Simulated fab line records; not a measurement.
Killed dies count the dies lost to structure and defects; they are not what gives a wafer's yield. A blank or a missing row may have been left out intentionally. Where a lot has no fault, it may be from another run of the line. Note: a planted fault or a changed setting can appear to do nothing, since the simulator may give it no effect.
Split-lot trial | flow sky130 | 5 lots, 23 wafers read, on a route of 708 steps

THE SPLIT
At SKY_VT_ADJUST_HVTR_COAT_02 (resist thk 1140 nm), the setting resistThkNm was moved away from the recipe's 1140 nm on 7 of the 23 wafers read, by -5.7% to -3.2%. For the rest of the wafers, this setting stayed at what the recipe calls for.

The reading comes from the split's own step.

THE READING
NOVOLAK_of_VT_ADJUST_HVTR_COAT_02.thkNm (the simulator's own value, which no gauge read), in nm, at SKY_VT_ADJUST_HVTR_COAT_02 (resist thk 1140 nm). There is no usual value for it anywhere in the file. Here, 16 wafers ran the recipe; their average is 1138 nm with a standard deviation of 3.2 nm.

wafer  | tool, chamber at the split | resistThkNm as run, nm | against the recipe | NOVOLAK_of_VT_ADJUST_HVTR_COAT_02.thkNm, nm | against lot-mates on the recipe
L074.1 | lithoTrack-02, 0           | 1103                   | -3.2%              | 1106                                        | -36
L074.3 | lithoTrack-02, 0           | 1140                   | recipe             | 1146                                        | -
L074.4 | lithoTrack-02, 0           | 1140                   | recipe             | 1141                                        | -
L074.5 | lithoTrack-02, 0           | 1103                   | -3.2%              | 1104                                        | -38
L074.6 | lithoTrack-02, 0           | 1140                   | recipe             | 1140                                        | -
L079.1 | lithoTrack-03, 0           | 1140                   | recipe             | 1135                                        | -
L079.3 | lithoTrack-03, 0           | 1140                   | recipe             | 1134                                        | -
L079.4 | lithoTrack-03, 0           | 1140                   | recipe             | 1137                                        | -
L079.5 | lithoTrack-03, 0           | 1140                   | recipe             | 1140                                        | -
L079.6 | lithoTrack-03, 0           | 1140                   | recipe             | 1136                                        | -
L081.2 | lithoTrack-03, 0           | 1075                   | -5.7%              | 1071                                        | -65
L081.3 | lithoTrack-03, 0           | 1075                   | -5.7%              | 1069                                        | -67
L081.4 | lithoTrack-03, 0           | 1075                   | -5.7%              | 1075                                        | -61
L081.5 | lithoTrack-03, 0           | 1140                   | recipe             | 1136                                        | -
L081.6 | lithoTrack-03, 0           | 1140                   | recipe             | 1136                                        | -
L084.1 | lithoTrack-03, 0           | 1092                   | -4.2%              | 1093                                        | -46
L084.2 | lithoTrack-03, 0           | 1140                   | recipe             | 1138                                        | -
L084.4 | lithoTrack-03, 0           | 1140                   | recipe             | 1139                                        | -
L084.6 | lithoTrack-03, 0           | 1140                   | recipe             | 1139                                        | -
L084.5 | lithoTrack-03, 0           | 1092                   | -4.2%              | 1094                                        | -45
L085.2 | lithoTrack-03, 0           | 1140                   | recipe             | 1132                                        | -
L085.3 | lithoTrack-03, 0           | 1140                   | recipe             | 1135                                        | -
L085.6 | lithoTrack-03, 0           | 1140                   | recipe             | 1139                                        | -

FIT RESULTS
A straight line over all 23 wafers: NOVOLAK_of_VT_ADJUST_HVTR_COAT_02.thkNm changes by +11.2 nm for each +1% of resistThkNm; r = +0.99; the points scatter about the line by 3.4 nm.
The same after taking each lot's own level away (the mean of its wafers on the recipe; 23 wafers): +11.2 nm for each +1%; r = +1.00; scatter 2.2 nm.
According to that fit, moving resistThkNm by its largest amount changes the reading by 64 nm.
The lots' own levels span 1135.3 to 1142.3 nm, that is 2.2 times the standard deviation above.
So the lot-to-lot level changes the slope little: the two slopes agree.
Check: with one of the wafers moved furthest among these (-5.7%) left out of the fit, the line predicts -63.4 nm for it against its lot-mates. Against them it came out at -65 nm.

ADDITIONAL SPLITS CARRIED BY THESE WAFERS
Other splits were also applied to these wafers ahead of the reading. Each is held against what the fit with the lots' levels taken away leaves over:
other split on the same wafers          | wafers away from the commonest value | r with NOVOLAK_of_VT_ADJUST_HVTR_COAT_02.thkNm (lot level and that fit taken away)
SKY_FIELD_ISO_OXIDATION_01 oxTimeS      | 15                                   | +0.01
SKY_FIELD_ISO_CVD_03 pressureMtorr      | 15                                   | -0.07
SKY_FIELD_ISO_EXPOSE_10 doseMj          | 10                                   | -0.14
SKY_FIELD_ISO_ETCH_14 sourceW           | 6                                    | -0.07
SKY_PWDE_IMPLANT_08 energyKev           | 6                                    | -0.14
SKY_NWELL_COAT_18 resistThkNm           | 4                                    | +0.17
SKY_NWELL_IMPLANT_24 doseCm2            | 7                                    | +0.00
SKY_VT_ADJUST_HVTP_COAT_02 resistThkNm  | 9                                    | -0.05
SKY_VT_ADJUST_HVTP_IMPLANT_09 energyKev | 9                                    | -0.33

THE FILE'S OWN FIT
NOVOLAK_of_VT_ADJUST_HVTR_COAT_02.thkNm changes by +11.2 nm for each +1% of resistThkNm, r = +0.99.
